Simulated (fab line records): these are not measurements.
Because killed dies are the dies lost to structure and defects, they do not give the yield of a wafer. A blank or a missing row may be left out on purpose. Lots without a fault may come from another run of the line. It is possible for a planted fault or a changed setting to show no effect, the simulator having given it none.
Check for tools in common    flow sky130    Sampled: 14 lots, 42 wafers

== REASON FOR OPENING ==
On 4 of the 14 lots, a flag is raised at SKY_LOCAL_INTERCONNECT_CD_MEAS_11 on the reading cd-nm. Fault-free wafers read 170.4 nm, with a standard deviation of 1.5.
Rule: a lot gets a flag if all its wafers with a number sit over 4 standard deviations from that mean, or if no wafer of it has a number. All remaining lots are regarded as sound.

lot   measured      on         cd-nm (nm), wafer by wafer  flag
L642  day 30 22:35  cd-sem-01  169.4 167.9 169.6           
L643  day 31 17:57  cd-sem-01  169.4 169.8 168.4           
L645  day 31 20:14  cd-sem-01  168.0 169.1 167.2           
L644  day 31 23:05  cd-sem-02  171.9 171.7 173.9           
L646  day 32 19:18  cd-sem-02  169.9 169.2 169.0           
L650  day 33 04:47  cd-sem-02  170.6 171.2 170.0           
L653  day 34 12:15  cd-sem-01  173.0 171.7 173.0           
L654  day 34 14:45  cd-sem-01  170.9 171.5 170.7           
L657  day 35 13:58  cd-sem-01  170.7 170.1 170.4           
L659  day 36 01:25  cd-sem-01  179.1 179.0 178.9           FLAGGED
L660  day 36 13:12  cd-sem-02  182.8 182.0 182.9           FLAGGED
L661  day 36 17:08  cd-sem-02  179.1 180.3 180.9           FLAGGED
L662  day 36 23:41  cd-sem-01  179.9 179.6 179.5           FLAGGED
L664  day 37 14:52  cd-sem-01  168.7 167.8 168.3           
Average over the flagged lots: 180.3 nm; offset from the usual +9.9 nm, equal to +7 standard deviations.

== LOT BY LOT: THE TOOL USED ==
The record holds 2 process steps before the reading, out of a route of 708 steps. Each cell gives the tool, then ch followed by the chambers the sampled wafers passed through, then the start.
lot   flag     SKY_RES_XHIGH_STRIP_08                SKY_LOCAL_INTERCONNECT_EXPOSE_08
L642           plasma-asher-02 ch 0,1, day 27 06:29  krf-scanner-02 ch 0, day 30 08:14
L643           plasma-asher-04 ch 0, day 28 04:02    krf-scanner-02 ch 0, day 31 04:00
L645           plasma-asher-02 ch 0,1, day 28 05:31  krf-scanner-01 ch 0, day 31 06:46
L644           plasma-asher-04 ch 0,1, day 28 07:11  krf-scanner-01 ch 0, day 31 09:05
L646           plasma-asher-04 ch 0,1, day 29 04:59  krf-scanner-02 ch 0, day 32 05:40
L650           plasma-asher-04 ch 0,1, day 29 14:11  krf-scanner-01 ch 0, day 32 15:11
L653           plasma-asher-04 ch 0,1, day 30 22:26  krf-scanner-01 ch 0, day 33 22:33
L654           plasma-asher-04 ch 0,1, day 31 03:20  krf-scanner-02 ch 0, day 34 02:10
L657           plasma-asher-04 ch 0,1, day 32 03:59  krf-scanner-02 ch 0, day 35 01:17
L659  FLAGGED  plasma-asher-02 ch 0,1, day 32 15:10  krf-scanner-02 ch 0, day 35 12:52
L660  FLAGGED  plasma-asher-04 ch 0,1, day 33 02:23  krf-scanner-02 ch 0, day 35 23:56
L661  FLAGGED  plasma-asher-02 ch 0,1, day 33 06:47  krf-scanner-02 ch 0, day 36 03:38
L662  FLAGGED  plasma-asher-02 ch 0,1, day 33 14:23  krf-scanner-02 ch 0, day 36 11:38
L664           plasma-asher-02 ch 1, day 34 05:38    krf-scanner-01 ch 0, day 37 01:32
These steps, and what they do:
- SKY_RES_XHIGH_STRIP_08: strips in O2/N2.
- SKY_LOCAL_INTERCONNECT_EXPOSE_08: exposes mask LI1M, target cd 170 nm.
- SKY_LOCAL_INTERCONNECT_CD_MEAS_11: target cd 170 nm.

== FLAGGED AGAINST TOTAL, ONE TOOL AT A TIME (gauges that did the reading follow at the end) ==
step                               tool             lots run  flagged  share of the flagged lots  sound lots run after its first flagged lot
SKY_RES_XHIGH_STRIP_08             plasma-asher-02  6         3        some                       1 (L664)
SKY_RES_XHIGH_STRIP_08             plasma-asher-04  8         1        some                       0
SKY_LOCAL_INTERCONNECT_EXPOSE_08   krf-scanner-01   5         0        none                       -
SKY_LOCAL_INTERCONNECT_EXPOSE_08   krf-scanner-02   9         4        all                        0
SKY_LOCAL_INTERCONNECT_CD_MEAS_11  cd-sem-01        9         2        some                       1 (L664)
SKY_LOCAL_INTERCONNECT_CD_MEAS_11  cd-sem-02        5         2        some                       0

== WHAT THE TABLE ALLOWS ==
In the table, 1 row covers all flagged lots: krf-scanner-02 at SKY_LOCAL_INTERCONNECT_EXPOSE_08.
- krf-scanner-02 at SKY_LOCAL_INTERCONNECT_EXPOSE_08: 4 of its 9 lots flagged. It ran its last sound lot, L657, at day 35 01:17 and its first flagged lot, L659, at day 35 12:52: a fault with its onset between the two fits. Its own readings (exposure-dose-mJ-cm2) fall more than 4 standard deviations out on all wafers of the flagged lots.
What remains is a single tool, krf-scanner-02 at SKY_LOCAL_INTERCONNECT_EXPOSE_08.

== WHAT THE SIMULATOR HAD INSERTED ==
Drift in process parameters on krf-scanner-02 at SKY_LOCAL_INTERCONNECT_EXPOSE_08, starting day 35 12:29. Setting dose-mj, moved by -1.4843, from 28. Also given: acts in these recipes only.
Lots struck among those shown: L659, L660, L661, L662. The rule above reached the same finding.
